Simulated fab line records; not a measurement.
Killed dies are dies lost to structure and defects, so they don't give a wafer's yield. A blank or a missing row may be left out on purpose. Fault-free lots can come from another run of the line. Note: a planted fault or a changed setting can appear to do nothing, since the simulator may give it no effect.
2 desks, one fault + flow sky130 + each desk has only its own numbers; what lay behind them comes last

## TOOL OWNER'S DESK, rie_metal-03
The tool's own readings at SKY_METAL3_METAL_ETCH_18 (etches the open film in Cl2/BCl3, stops on SiO2, target depth 845 nm, time 183.1 s): means of the sampled wafers that have a number, for each lot that ran on this tool. The brackets show how far a lot's mean lies from the usual mean; more than 4 standard deviations puts the lot out of limits, marked OUT.
Columns: A = chamber_pressure_mTorr at SKY_METAL3_METAL_ETCH_18, usual 10.000 mTorr; B = drypump_motor_current_A at SKY_METAL3_METAL_ETCH_18, usual 5.59 A; C = oes_product_au at SKY_METAL3_METAL_ETCH_18, usual 0.866 a.u.; D = throttle_valve_pct at SKY_METAL3_METAL_ETCH_18, usual 22.262 %
| lot  | first seen here | A      | B    | C     | D      |
|------|-----------------|--------|------|-------|--------|
| L671 | day 39 09:29    | 9.997  | 5.67 | 0.872 | 22.259 |
| L672 | day 40 02:38    | 10.004 | 5.69 | 0.859 | 22.261 |
| L677 | day 41 04:05    | 9.990  | 5.66 | 0.867 | 22.261 |
| L678 | day 41 10:47    | 10.002 | 5.69 | 0.862 | 22.266 |
| L688 | day 44 22:41    | 9.999  | 5.62 | 0.858 | 22.260 |
Finding of this desk: none of the 5 lots has anything out of limits.

## METROLOGY DESK
Means of the sampled wafers that have a number, per lot and without regard to the tool the lot ran on: this is what the gauges read. The brackets show how far a lot's mean lies from the usual mean; more than 4 standard deviations puts the lot out of limits, marked OUT.
Columns: A = VIA2_OVL at SKY_VIA2_OVL_MEAS_13, usual 1 nm; B = CAPM_OVL at SKY_CAPM_OVL_MEAS_12, usual 1.2 nm
| lot  | first seen here | A  | B    |
|------|-----------------|----|------|
| L667 | day 36 11:16    | -3 | 2.3  |
| L671 | day 37 05:01    | 0  | 1.6  |
| L672 | day 37 22:58    | -0 | 1.9  |
| L673 | day 38 07:01    | 1  | 0.2  |
| L674 | day 38 09:19    | 4  | 0.3  |
| L675 | day 38 14:22    | -9 | 2.5  |
| L677 | day 39 00:40    | -1 | 1.9  |
| L678 | day 39 07:19    | 5  | -0.2 |
| L683 | day 40 17:34    | 6  | 1.3  |
| L687 | day 42 07:01    | 3  | 2.9  |
| L688 | day 42 22:52    | 2  | 3.4  |
Finding of this desk: none of the 11 lots has anything out of limits.

## BROUGHT TOGETHER
The desk of the tool owner found nothing out of limits.
Metrology desk: nothing out of limits seen.

## WHAT HAD BEEN PUT IN BY THE SIMULATOR
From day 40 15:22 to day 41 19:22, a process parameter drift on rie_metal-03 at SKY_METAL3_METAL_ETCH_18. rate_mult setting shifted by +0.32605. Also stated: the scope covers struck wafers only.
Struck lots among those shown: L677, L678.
